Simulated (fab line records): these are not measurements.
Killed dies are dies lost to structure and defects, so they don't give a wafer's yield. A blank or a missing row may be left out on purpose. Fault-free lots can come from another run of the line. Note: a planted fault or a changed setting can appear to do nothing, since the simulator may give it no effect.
Which tool was responsible? ; flow gf180mcu ; Sampling: 13 lots, 39 wafers, 6 of 602 route steps

## WHAT THE GAUGES SHOWED, per wafer
GF_NWELL_OVL_MEAS_07. Usual: for NWELL_OVL the level is 0.2 nm and the standard deviation is 1.6.
lot;measured;on;NWELL_OVL (nm);flag
L237;day 3 06:25;overlay-02;-1.6 -0.3 -0.8;
L238;day 3 12:04;overlay-02;-0.9 -1.2 -1.6;
L239;day 3 16:10;overlay-02;0.1 -0.7 0.4;
L241;day 4 15:37;overlay-01;0.3 1.0 1.6;
L243;day 4 17:37;overlay-01;3.7 3.9 3.8;
L244;day 4 23:31;overlay-01;0.8 0.8 0.6;
L245;day 5 06:34;overlay-02;2.7 3.9 2.6;
L246;day 5 12:06;overlay-01;-0.8 0.4 -0.2;
L247;day 5 13:43;overlay-01;-1.0 -0.3 -1.8;
L254;day 7 03:31;overlay-01;2.4 1.3 0.6;
L257;day 7 20:51;overlay-01;2.1 2.4 0.8;
L258;day 8 00:03;overlay-01;-1.7 -2.4 -1.2;
L260;day 8 10:46;overlay-01;0.6 0.3 0.6;

GF_HV_LDD_TW_MEAS_38. Usual: for HV_LDD_3_TW the level is 1429 and the standard deviation is 7.3.
lot;measured;on;HV_LDD_3_TW;flag
L237;day 11 07:04;film_metro-01;1438 1430 1432;
L238;day 11 18:11;film_metro-02;1425 1419 1420;
L239;day 11 20:53;film_metro-01;1442 1434 1433;
L241;day 13 06:40;film_metro-03;1436 1439 1435;
L243;day 13 17:28;film_metro-01;1429 1426 1428;
L244;day 13 18:01;film_metro-01;1533 1537 1543;OFF
L245;day 14 14:13;film_metro-02;1424 1426 1428;
L246;day 15 00:39;film_metro-03;1534 1541 1534;OFF
L247;day 15 08:35;film_metro-02;1531 1535 1527;OFF
L254;day 17 04:04;film_metro-03;1440 1440 1432;
L257;day 18 00:01;film_metro-01;1447 1448 1446;
L258;day 18 02:34;film_metro-02;1422 1420 1420;
L260;day 18 18:10;film_metro-02;1416 1422 1421;

GF_HV_LDD_RS_MEAS_53: uses a four-point probe to measure. Usual: for HV_LDD_RS the level is 418.1 ohm/sq and the standard deviation is 0.89.
lot;measured;on;HV_LDD_RS (ohm/sq);flag
L237;day 12 01:07;film_metro-03;417.9 418.0 417.6;
L238;day 12 12:53;film_metro-03;418.7 419.5 419.8;
L239;day 12 15:44;film_metro-01;418.7 419.4 418.1;
L241;day 14 03:17;film_metro-02;416.5 417.6 416.4;
L243;day 14 14:14;film_metro-01;420.3 419.2 420.1;
L244;day 14 14:26;film_metro-02;398.9 398.7 399.0;OFF
L245;day 15 11:41;film_metro-01;418.7 417.3 418.4;
L246;day 15 22:19;film_metro-03;399.9 399.2 400.0;OFF
L247;day 16 06:25;film_metro-01;399.2 398.2 397.8;OFF
L254;day 18 03:00;film_metro-03;417.9 417.3 418.4;
L257;day 19 00:47;film_metro-02;416.4 416.5 416.4;
L258;day 19 03:29;film_metro-01;417.5 417.3 419.0;
L260;day 19 19:26;film_metro-02;416.7 417.3 418.1;

GF_NSD_OVL_MEAS_08. Usual: for NSD_OVL the level is 0.8 nm and the standard deviation is 1.7.
lot;measured;on;NSD_OVL (nm);flag
L237;day 12 21:37;overlay-02;-1.3 1.3 0.0;
L238;day 13 09:41;overlay-01;3.9 4.0 1.5;
L239;day 13 12:44;overlay-01;-0.5 0.8 0.6;
L241;day 15 02:04;overlay-02;1.0 1.4 0.7;
L243;day 15 13:43;overlay-02;0.4 -1.2 0.4;
L244;day 15 16:10;overlay-02;-2.2 -3.8 -1.1;
L245;day 16 13:07;overlay-02;0.2 -0.2 -0.3;
L246;day 16 23:23;overlay-02;1.4 0.7 1.6;
L247;day 17 07:58;overlay-02;0.1 -0.4 0.4;
L254;day 19 05:53;overlay-01;4.4 4.5 4.5;
L257;day 20 03:16;overlay-01;4.0 4.4 4.0;
L258;day 20 07:07;overlay-01;1.8 1.2 2.5;
L260;day 20 22:37;overlay-02;0.5 0.5 0.3;

GF_SAB_OVL_MEAS_10. Usual: for SAB_OVL the level is 0.5 nm and the standard deviation is 1.2.
lot;measured;on;SAB_OVL (nm);flag
L237;day 14 13:13;overlay-02;0.1 -0.7 0.1;
L238;day 15 03:07;overlay-02;2.9 2.0 1.9;
L239;day 15 07:34;overlay-02;1.0 1.6 1.4;
L241;day 16 21:37;overlay-01;1.0 1.6 1.4;
L243;day 17 11:19;overlay-02;0.2 0.2 -0.4;
L244;day 17 13:49;overlay-01;1.6 2.3 2.5;
L245;day 18 11:58;overlay-02;-0.6 -1.4 -0.9;
L246;day 18 22:49;overlay-01;2.5 2.1 1.6;
L247;day 19 08:55;overlay-01;1.6 2.5 1.3;
L254;day 21 08:56;overlay-01;1.2 0.6 0.5;
L257;day 22 04:37;overlay-01;0.3 0.5 0.1;
L258;day 22 08:34;overlay-02;0.1 -1.1 -0.4;
L260;day 22 23:55;overlay-01;0.5 0.9 2.6;

## EACH LOT AND THE TOOL THAT RAN IT (in order: tool; ch and the chambers of the sampled wafers; start)
lot;GF_HV_LDD_IMPLANT_35
L237;implanter-03 ch 0, day 11 06:41
L238;implanter-01 ch 0, day 11 17:49
L239;implanter-01 ch 0, day 11 20:31
L241;implanter-02 ch 0, day 13 06:16
L243;implanter-01 ch 0, day 13 17:04
L244;implanter-02 ch 0, day 13 17:19
L245;implanter-03 ch 0, day 14 13:49
L246;implanter-02 ch 0, day 14 23:41
L247;implanter-01 ch 0, day 15 07:47
L254;implanter-02 ch 0, day 17 03:41
L257;implanter-01 ch 0, day 17 23:37
L258;implanter-01 ch 0, day 18 02:10
L260;implanter-03 ch 0, day 18 17:46
- GF_HV_LDD_IMPLANT_35

## WHAT THE TOOLS THEMSELVES READ (means of the sampled wafers that have a number; where no wafer has one, the mark that the record gives instead)
GF_HV_LDD_IMPLANT_35. Usual: beam_on_s 10.03 s, standard deviation 0.19; tilt_deg 29.999 degrees, standard deviation 0.02.
lot;tool;beam_on_s (s);tilt_deg (degrees);flag
L237;implanter-03;9.87;29.999;
L238;implanter-01;10.05;30.013;
L239;implanter-01;10.00;29.987;
L241;implanter-02;10.17;30.016;
L243;implanter-01;10.00;29.977;
L244;implanter-02;10.12;30.000;
L245;implanter-03;10.04;29.984;
L246;implanter-02;10.03;30.003;
L247;implanter-01;10.16;29.977;
L254;implanter-02;10.05;29.982;
L257;implanter-01;10.05;29.989;
L258;implanter-01;10.14;30.015;
L260;implanter-03;10.00;30.005;

## THE ANSWER, worked out from the rows above alone
Rule: a lot is off if the mean of its wafers that have a number lies more than 3 standard deviations from the usual mean. A lot without any number at a reading at which 4 lots or more have one is off too. All remaining lots with rows at the step are treated as sound. Order of review: gauges by route order, followed by the tools' own readings, for which a lot's mean as printed above is used. At the first step where some lot is off, the reading lying furthest off is the one used; lots without a number count as furthest.
Off: L244, L246, L247, at GF_HV_LDD_TW_MEAS_38 (HV_LDD_3_TW).
If a tool, at a process step before that reading, ran all the lots that are off and no sound lot after the first of them, it fits. Gauges at GF_HV_LDD_TW_MEAS_38: tried the same way as those tools. Of those tried, none fits.

## WHAT THE SIMULATOR HAD INSERTED
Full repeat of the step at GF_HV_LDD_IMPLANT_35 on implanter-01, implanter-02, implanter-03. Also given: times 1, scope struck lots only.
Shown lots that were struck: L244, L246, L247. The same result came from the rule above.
